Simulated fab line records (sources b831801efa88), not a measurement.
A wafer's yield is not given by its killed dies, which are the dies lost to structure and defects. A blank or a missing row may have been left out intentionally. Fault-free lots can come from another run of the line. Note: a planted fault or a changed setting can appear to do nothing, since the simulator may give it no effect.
Comparing a struck lot with a sound one || flow sky130 || 15 out of 708 route steps
Sound: the wafers L213.1, L213.3, L213.5. Wafers struck: L228.2, L228.3, L228.6. The cause comes at the end.
Per side, at each step with rows, come the tool, then ch with its chambers, and then its first start. Under that, the readings that differ: sound wafers || struck wafers || difference of the means || sigmas: that difference in standard deviations of wafers without a fault.
alike: readings whose means differ by less than 2 such deviations, and words and numbers that are the same on both sides. not compared: withheld readings, readings that some wafer has no value for, bounds like >300 that may hide the same value, and numbers for which the record gives no deviation and whose values overlap.
The two part at a step that has a row with sigmas, a row that says differs or no value, or rows on one side only. Numbers that don't overlap but have no deviation are shown without sigmas and don't part them. A reading missing from all wafers of one side parts the sides only when that side holds two or more wafers.

first, 5 steps without rows for these wafers: SKY_GATE_OXIDE_COAT_05 (resist thk 1140 nm); SKY_GATE_OXIDE_SOFTBAKE_06 (time 60 s); SKY_GATE_OXIDE_EXPOSE_07 (exposes mask LVOM, target cd 600 nm); SKY_GATE_OXIDE_PEB_08; SKY_GATE_OXIDE_DEVELOP_09 (develop time 60 s).
SKY_GATE_OXIDE_OVL_MEAS_10:
  sound on overlay-02 at day 13 22:38; struck on overlay-01 at day 19 04:50
  alike: GATE_OXIDE_OVL
then, 2 steps without rows for these wafers: SKY_GATE_OXIDE_IMPLANT_11; SKY_GATE_OXIDE_WET_ETCH_12 (etches SiO2 in dHF, target depth 16.8 nm, time 336 s).
SKY_GATE_OXIDE_STRIP_13: strips in O2/N2.
  sound on plasma-asher-03 ch 0,1, day 13 22:55; struck on plasma-asher-01 ch 0,1, day 19 05:07
  alike: drypump-motor-current-A, oes-product-au, strip-time-to-endpoint-s
  not compared: rf-hours-counter-h
SKY_GATE_OXIDE_TW_MEAS_14:
  sound on film-metro-04 at day 13 23:01; struck on film-metro-01 at day 19 05:14
  alike: GATE_OXIDE_TW
then, 2 steps without rows for these wafers: SKY_GATE_OXIDE_CLEAN_15 (cleans in SC1/SC2, time 150 s); SKY_GATE_OXIDE_OXIDATION_16 (stabilise 600 s, purge 300 s, target thk 3.57 nm).
SKY_POLY_GATE_CVD_00: deposits poly-Si, target thk 180 nm, time 720 s.
  sound on lpcvd-01 ch 1, day 14 01:18; struck on lpcvd-01 ch 0, day 19 06:58
{"reading": "spike-tc-centre-C (C)", "sound": "619.9 621.7 620.6", "struck": "628.9 628.8 629.0", "difference": "+8.2", "sigmas": "+6"}
{"reading": "spike-tc-top-C (C)", "sound": "636.8 639.4 638.0", "struck": "653.3 651.4 653.0", "difference": "+14.5", "sigmas": "+5"}
{"reading": "spike-tc-upper-C (C)", "sound": "617.5 619.0 619.6", "struck": "561.4 565.3 562.8", "difference": -55.5, "sigmas": -50}
{"reading": "zone-power-centre-pct (%)", "sound": "9.61 9.62 9.64", "struck": "14.84 14.90 14.91", "difference": "+5.26", "sigmas": "+35"}
{"reading": "zone-power-top-pct (%)", "sound": "19.4 19.6 19.3", "struck": "23.4 23.6 24.1", "difference": "+4.3", "sigmas": "+5"}
{"reading": "zone-power-upper-pct (%)", "sound": "9.7 9.9 9.9", "struck": "0.0 0.0 0.0", "difference": -9.8, "sigmas": -8}
{"reading": "model.poly-Si_of_POLY_GATE_CVD_00.thk-nm (nm)", "sound": "178.9 178.2 180.5", "struck": "107.3 103.1 112.1", "difference": -71.7, "sigmas": ""}
  alike: zone-power-lower-pct
SKY_POLY_GATE_THK_MEAS_01:
  sound on film-metro-04 at day 14 02:30; struck on film-metro-04 at day 19 08:24
{"reading": "POLY_GATE_CVD_00_THK (nm)", "sound": "179.0 178.2 180.3", "struck": "107.2 103.2 112.1", "difference": -71.7, "sigmas": -48}
  not compared: hold
SKY_PAD_OPEN_PROBE_99:
  rows exist in the record for the sound wafers here (prober-02, day 45 21:12), none for the struck ones

== WHERE THEY PART ==
At SKY_POLY_GATE_CVD_00 first; at SKY_PAD_OPEN_PROBE_99 last (within this record only).

WHY: what had been put in by the simulator
lpcvd-01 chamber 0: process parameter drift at SKY_POLY_GATE_CVD_00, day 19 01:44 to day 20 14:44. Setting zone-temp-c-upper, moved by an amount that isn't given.
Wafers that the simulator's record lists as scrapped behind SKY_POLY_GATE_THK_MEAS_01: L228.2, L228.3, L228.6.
